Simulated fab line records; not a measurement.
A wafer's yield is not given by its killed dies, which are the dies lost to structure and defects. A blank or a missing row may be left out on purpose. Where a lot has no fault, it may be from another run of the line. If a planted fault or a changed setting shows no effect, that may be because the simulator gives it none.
Chamber matching || flow sky130 || cmp-02 running SKY_CONTACT_CMP_04: 4 sister chambers
The step polishes SiO2. 8 wafers are shown with their chamber, then 10 later ones without.

## WAFERS PAIRED WITH THEIR CHAMBERS
{"wafer": "L973.2", "chamber": 0, "motor_current_A (A)": 11.6, "time_to_endpoint_s (s)": 87}
{"wafer": "L974.6", "chamber": 0, "motor_current_A (A)": 12.2, "time_to_endpoint_s (s)": 91}
{"wafer": "L975.1", "chamber": 2, "motor_current_A (A)": 13.7, "time_to_endpoint_s (s)": 84}
{"wafer": "L976.1", "chamber": 1, "motor_current_A (A)": 11.6, "time_to_endpoint_s (s)": 83}
{"wafer": "L976.2", "chamber": 3, "motor_current_A (A)": 13.0, "time_to_endpoint_s (s)": 78}
{"wafer": "L976.3", "chamber": 2, "motor_current_A (A)": 13.3, "time_to_endpoint_s (s)": 86}
{"wafer": "L977.1", "chamber": 3, "motor_current_A (A)": 13.0, "time_to_endpoint_s (s)": 74}
{"wafer": "L977.4", "chamber": 1, "motor_current_A (A)": 12.0, "time_to_endpoint_s (s)": 76}

## WAFERS WITHOUT THEIR CHAMBER
{"wafer": "L977.6", "motor_current_A (A)": 13.2, "time_to_endpoint_s (s)": 78}
{"wafer": "L979.2", "motor_current_A (A)": 12.5, "time_to_endpoint_s (s)": 79}
{"wafer": "L979.3", "motor_current_A (A)": 11.6, "time_to_endpoint_s (s)": 84}
{"wafer": "L979.6", "motor_current_A (A)": 13.5, "time_to_endpoint_s (s)": 81}
{"wafer": "L988.2", "motor_current_A (A)": 12.2, "time_to_endpoint_s (s)": 82}
{"wafer": "L988.5", "motor_current_A (A)": 14.3, "time_to_endpoint_s (s)": 88}
{"wafer": "L988.6", "motor_current_A (A)": 11.5, "time_to_endpoint_s (s)": 72}
{"wafer": "L989.1", "motor_current_A (A)": 12.1, "time_to_endpoint_s (s)": 84}
{"wafer": "L989.2", "motor_current_A (A)": 12.3, "time_to_endpoint_s (s)": 81}
{"wafer": "L989.4", "motor_current_A (A)": 12.6, "time_to_endpoint_s (s)": 76}

## EACH ONE'S CHAMBER
{"wafer": "L977.6", "from the rows above": "can't be placed: 3 or 2", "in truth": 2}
{"wafer": "L979.2", "from the rows above": "can't be placed: 3 or 1 or 0 or 2", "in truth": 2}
{"wafer": "L979.3", "from the rows above": "can't be placed: 1 or 0", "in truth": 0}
{"wafer": "L979.6", "from the rows above": "can't be placed: 2 or 3", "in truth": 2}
{"wafer": "L988.2", "from the rows above": "can't be placed: 1 or 0 or 3", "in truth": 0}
{"wafer": "L988.5", "from the rows above": 2, "in truth": 2}
{"wafer": "L988.6", "from the rows above": 1, "in truth": 1}
{"wafer": "L989.1", "from the rows above": "can't be placed: 0 or 1", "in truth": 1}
{"wafer": "L989.2", "from the rows above": "can't be placed: 1 or 0 or 3", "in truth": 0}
{"wafer": "L989.4", "from the rows above": "can't be placed: 3 or 1", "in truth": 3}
Placed correctly: 2 of 10. From these rows, 8 cannot be placed; in 8 the true chamber is one of the candidates. Wrongly placed: 0.
How it was worked out, from the rows above alone: a wafer's distance from a chamber is the root of the sum, over the readings, of the square of ((its reading less the chamber's mean) divided by the reading's scatter). The wafer belongs to the nearest chamber; if the next one is less than 2 further off, it can't be placed. A chamber's mean is the mean of its shown wafers. How the scatter is found: for the shown wafers, subtract from each reading the mean of its chamber, square and add these, divide the total by (wafers less chambers), then take the root.
